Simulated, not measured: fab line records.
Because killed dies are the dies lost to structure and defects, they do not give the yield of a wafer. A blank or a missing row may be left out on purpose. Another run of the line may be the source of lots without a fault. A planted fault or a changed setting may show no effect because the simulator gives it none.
Which of the tools did it? + flow gf180mcu + 21 wafers sampled from 7 lots at 1 step of a route of 602

== WHAT EACH GAUGE READ, for each wafer ==
GF_CONTACT_THK_MEAS_01.
| lot  | measured     | on            | CONTACT_CVD_00_THK (nm) |
|------|--------------|---------------|-------------------------|
| L958 | day 15 13:43 | film-metro-03 | 290 300 295             |
| L962 | day 17 02:41 | film-metro-01 | 294 295 299             |
| L971 | day 20 15:04 | film-metro-03 | 300 297 300             |
| L974 | day 21 09:24 | film-metro-03 | 297 296 297             |
| L976 | day 21 23:07 | film-metro-03 | 300 301 300             |
| L978 | day 22 18:39 | film-metro-04 | 302 299 302             |
| L980 | day 23 07:20 | film-metro-03 | 299 294 295             |

== WHICH TOOL RAN EACH LOT (tool, then ch and the chambers of the sampled wafers, then the start) ==
The record holds no process step before these readings.

== THE ANSWER, worked out from the rows above alone ==
Rule: the lots themselves supply what counts as usual. The widest of any qualifying gaps counts: lots, ordered by their means at a reading, are off when they make up no more than a third of the lots, leave a main group of 4 or more, and stand apart from it by 3 or more times the standard deviation of that group's means. If all means in a main group match to the digits the tables above print for the reading, that group is not used. Also off: a lot with no number at a reading for which 4 or more lots have one. Where the step has rows for the other lots, those lots are counted as sound.
No lot is off on any of the readings shown, so nothing can be concluded from this.

== WHAT THE SIMULATOR HAD PUT IN ==
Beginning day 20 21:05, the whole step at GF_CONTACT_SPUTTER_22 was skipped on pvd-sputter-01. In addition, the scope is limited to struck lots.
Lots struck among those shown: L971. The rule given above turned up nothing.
